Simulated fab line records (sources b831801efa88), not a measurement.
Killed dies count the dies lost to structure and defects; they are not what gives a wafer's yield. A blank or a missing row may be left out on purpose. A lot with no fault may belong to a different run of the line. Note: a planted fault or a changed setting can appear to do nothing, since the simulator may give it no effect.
Problem report in the 8D (eight disciplines) form, filled by code -- flow gf180mcu -- the parts of the form that need people (team, actions taken, sign-off) are left out

1. WHAT IS WRONG
Mean of chamber_pressure_mTorr at GF_MVPSD_STRIP_10: 1199.7 mTorr across 3 wafers in 2 lots; on wafers with no fault it is 1499.9 mTorr (standard deviation 1.5). So: -99 or more standard deviations from the usual mean.
The step: strips in O2/N2.
The first sign was on wafer L407.5 at day 6 19:24, on plasma_asher-01. At this step, 39 wafers from 13 lots have a number in the record. The rule behind "out" and "out of limits": a value lying over 4 standard deviations away from the usual mean. The other wafers with a number count as sound.

2. WHAT IT IS, AND WHAT IT ISN'T
question,is,is not
which readings at this step,"chamber_pressure_mTorr, oes_product_au, strip_time_to_endpoint_s","drypump_motor_current_A, heater_power_w"
which lots,"L407, L410","L400, L401, L405, L406, L412, L413, L414, L417, L419, L421, L423"
which wafers of those lots,"L407.5, L410.3, L410.5","L407.2, L407.6, L410.1"
read on which tools,plasma_asher-01,"plasma_asher-02, plasma_asher-03"
when,from day 6 19:24,"up to then (14 sound wafers); but 22 sound wafers of L410, L412, L413, L414, L417, L419, L421, L423 came after"

3. WHAT RULES OUT EACH SUSPECT
Counting: a tool at a process step up to the reading stays a suspect if it ran every lot that is out. Sound lots after the first of them don't rule it out here, since some wafers of a struck lot are sound.
- plasma_asher-01 at GF_MVPSD_STRIP_10 (strips in O2/N2): kept. Every lot that is out went through it, the first being L407 (day 6 19:24); the last sound lot it ran before that was L406 (day 6 10:30). Its own readings are out on those wafers: chamber_pressure_mTorr, oes_product_au, strip_time_to_endpoint_s.
- Within plasma_asher-01 at GF_MVPSD_STRIP_10: the wafers that are out ran in chamber 1; their sound lot-mates ran in chamber 0.
Remaining after the count: plasma_asher-01 at GF_MVPSD_STRIP_10.

4. THE CAUSE (what the simulator had put in)
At GF_MVPSD_STRIP_10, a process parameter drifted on plasma_asher-01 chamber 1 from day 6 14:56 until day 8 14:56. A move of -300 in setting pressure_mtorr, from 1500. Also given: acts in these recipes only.
The count eliminated every tool but this one.

5. THE CHAIN OF EFFECTS, in route order
Rows list readings where the struck wafers' mean (over those with a number) sits beyond 3 standard deviations from the usual. Only readings whose record carries a usual standard deviation are examined. hours: median over the lots of the time between each lot's start at the first step of this table that gives one and its start at this step. sigmas: the change, counted in usual standard deviations.
hours,step,reading,usual,on struck wafers,change,sigmas
0,GF_MVPSD_STRIP_10,chamber_pressure_mTorr,1499.9 mTorr,1199.7,-300.2,-99 or more
0,GF_MVPSD_STRIP_10,oes_product_au,0.723 a.u.,0.684,-0.039,-8.7
0,GF_MVPSD_STRIP_10,strip_time_to_endpoint_s,36.97 s,39.90,+2.93,+33
The process steps in it:
- GF_MVPSD_STRIP_10: strips in O2/N2.
At these later measuring or inspecting steps, every struck wafer for which the step has a row has a number for every such reading, and none has moved that far: GF_VT_IMPLANT_OVL_MEAS_07, GF_POLY_GATE_THK_MEAS_01.

6. HOW IT WOULD HAVE BEEN CAUGHT EARLIER
In this record the first reading out of limits was taken at day 6 19:24, 4 hours after the fault began at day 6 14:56.
